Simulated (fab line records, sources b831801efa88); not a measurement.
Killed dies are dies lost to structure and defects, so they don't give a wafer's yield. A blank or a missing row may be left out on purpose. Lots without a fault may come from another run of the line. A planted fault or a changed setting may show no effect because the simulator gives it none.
Problem report in the 8D (eight disciplines) form, filled by code | flow sky130 | the parts of the form that need people (team, actions taken, sign-off) are left out

1. THE PROBLEM
run_length_s at SKY_VIA3_ETCH_15 reads a mean of 83.6 s on 6 wafers of 3 lots; wafers without a fault read 106.4 s with a standard deviation of 0.48. That is -48 standard deviations from the usual mean.
The step: etches SiO2 in C4F8/O2/Ar, stops on TiN, target depth 507 nm, time 78 s.
First seen on wafer L478.4, day 41 09:51, on rie_diel-04. The record holds 36 wafers of 12 lots with a number at this step. Rule for "out", or "out of limits": more than 4 standard deviations from the usual mean. The other wafers with a number count as sound.

2. WHAT IT IS AND WHAT IT IS NOT
question                    | is                                             | is not
which readings at this step | run_length_s, oes_product_au                   | -
which lots                  | L478, L479, L480                               | L474, L481, L484, L487, L488, L489, L490, L491, L492
which wafers of those lots  | L478.4, L478.5, L479.4, L479.5, L480.2, L480.5 | L478.3, L479.3, L480.1
read on which tools         | rie_diel-04                                    | rie_diel-02, rie_diel-03
when                        | from day 41 09:51                              | up to then (4 sound wafers); but 26 sound wafers of L479, L480, L481, L484, L487, L488, L489, L490, L491, L492 came after

3. SUSPECTS, AND WHAT RULES EACH OUT
Counting: a tool at a process step up to the reading stays a suspect if it ran every lot that is out. Sound lots after the first of them don't rule it out here, since some wafers of a struck lot are sound.
- rie_diel-04 at SKY_VIA3_ETCH_15 (etches SiO2 in C4F8/O2/Ar, stops on TiN, target depth 507 nm, time 78 s): kept. It ran every lot that is out, first L478 (day 41 09:51); its last sound lot up to then is L474 (day 39 22:00). Its own readings are out on those wafers: oes_product_au, run_length_s.
Left after counting: rie_diel-04 at SKY_VIA3_ETCH_15.

4. THE CAUSE (what the simulator had put in)
Process parameter drift: rie_diel-04, from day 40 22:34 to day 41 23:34, at SKY_VIA3_ETCH_15. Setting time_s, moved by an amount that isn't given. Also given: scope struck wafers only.
Counting left only this tool.

5. THE CHAIN OF EFFECTS, in route order
Each row: a reading whose mean over the struck wafers that have a number lies more than 3 standard deviations from the usual. Only readings for which the record gives a usual standard deviation are gone through. hours: the time from each lot's start at the first step in this table that gives one to its start at this step, as a median over the lots. sigmas: the change in usual standard deviations.
hours | step                  | reading                  | usual      | on struck wafers | change | sigmas
0     | SKY_VIA3_ETCH_15      | oes_product_au           | 0.946 a.u. | 0.992            | +0.046 | +9.1
0     | SKY_VIA3_ETCH_15      | run_length_s             | 106.4 s    | 83.6             | -22.8  | -48
0     | SKY_VIA3_STRIP_16     | strip_time_to_endpoint_s | 4.133 s    | 4.431            | +0.298 | +12
138   | SKY_PAD_OPEN_PROBE_99 | defect_limited_yield     | 82.2 %     | 0.0              | -82.2  | -43
138   | SKY_PAD_OPEN_PROBE_99 | killed_at_M0_to_M3       | 45         | 447              | +402   | +55
138   | SKY_PAD_OPEN_PROBE_99 | killed_dies              | 88         | 492              | +404   | +43
138   | SKY_PAD_OPEN_PROBE_99 | killed_on_rim            | 17         | 96               | +79    | +18
138   | SKY_PAD_OPEN_PROBE_99 | sort_bin_5_function      | 10.5 %     | 92.5             | +82.0  | +55
138   | SKY_PAD_OPEN_PROBE_99 | sort_n_pass              | 404        | 0                | -404   | -43
138   | SKY_PAD_OPEN_PROBE_99 | sort_yield_pct           | 82.2 %     | 0.0              | -82.2  | -43
The process steps in it:
- SKY_VIA3_ETCH_15: etches SiO2 in C4F8/O2/Ar, stops on TiN, target depth 507 nm, time 78 s.
- SKY_VIA3_STRIP_16: strips in O2/N2.
- SKY_PAD_OPEN_PROBE_99
Readings that are blank on the struck wafers while sound wafers have them: bias_w at SKY_VIA3_ETCH_15.

6. WHAT WOULD HAVE CAUGHT IT SOONER
In this record the first reading out of limits was taken at day 41 09:51, 11 hours after the fault began at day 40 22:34.
